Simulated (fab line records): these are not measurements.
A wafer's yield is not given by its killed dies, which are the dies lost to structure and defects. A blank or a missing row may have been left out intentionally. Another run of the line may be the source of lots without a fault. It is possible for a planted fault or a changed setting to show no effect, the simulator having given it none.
Problem report, 8D (eight disciplines) form, completed by code	flow gf180mcu	the parts of the form that need people (team, actions taken, sign-off) are left out

1. THE ISSUE
tilt-deg at GF_MVPSD_IMPLANT_09 reads a mean of 14.392 degrees on 6 wafers of 2 lots; wafers without a fault read -0.004 degrees with a standard deviation of 0.02. That is +99 or more standard deviations from the usual mean.
First observed at day 5 15:59: wafer L256.1, on implanter-02. The record holds 36 wafers of 12 lots with a number at this step. Rule for "out" (also "out of limits"): further than 4 standard deviations from the usual mean. Any other wafer with a number is counted as sound.

2. WHAT IT IS; WHAT IT IS NOT
question	is	is not
which readings at this step	tilt-deg	-
which lots	L256, L262	L254, L255, L267, L268, L269, L271, L273, L274, L275, L276
which wafers of those lots	all that have a number	-
read on which tools	implanter-02	implanter-03, implanter-04
when	from day 5 15:59	up to then (6 sound wafers); but 24 sound wafers of L267, L268, L269, L271, L273, L274, L275, L276 came after

3. WHAT RULES OUT EACH SUSPECT
Counting: a tool at any process step up to the reading remains a suspect when it ran all the lots that are out and ran no sound lot after the first of those.
- implanter-02 at GF_MVPSD_IMPLANT_09: ruled out as a lasting fault. Sound lots L276 ran on it after its first lot that is out, L256 (day 5 15:59).
Left after counting: nothing in the record.

4. THE CAUSE (what the simulator had put in)
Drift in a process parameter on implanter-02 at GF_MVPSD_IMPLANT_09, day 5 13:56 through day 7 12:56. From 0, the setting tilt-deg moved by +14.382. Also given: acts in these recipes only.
Counting ruled it out, wrongly.

5. THE CHAIN OF EFFECTS, in route order
Each row: a reading where the mean over the struck wafers with a number is more than 3 standard deviations away from the usual. Only readings for which the record gives a usual standard deviation are gone through. hours: the time from each lot's start at the first step in this table that gives one to its start at this step, as a median over the lots. sigmas: the change in usual standard deviations.
hours	step	reading	usual	on struck wafers	change	sigmas
0	GF_MVPSD_IMPLANT_09	tilt-deg	-0.004 degrees	14.392	+14.396	+99 or more
0	GF_MVPSD_TW_MEAS_11	MVPSD_TW	548	565	+17	+3.2
Its process steps:
- GF_MVPSD_IMPLANT_09
Readings that are blank on the struck wafers while sound wafers have them: MVPSD_RS at GF_VT_IMPLANT_RS_MEAS_49.
At these later measuring or inspecting steps, every struck wafer for which the step has a row has a number for every such reading, and none has moved that far: GF_VT_IMPLANT_TW_MEAS_10.

6. WHAT WOULD HAVE CAUGHT IT SOONER
In this record the first reading out of limits was taken at day 5 15:59, 2 hours after the fault began at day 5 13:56.
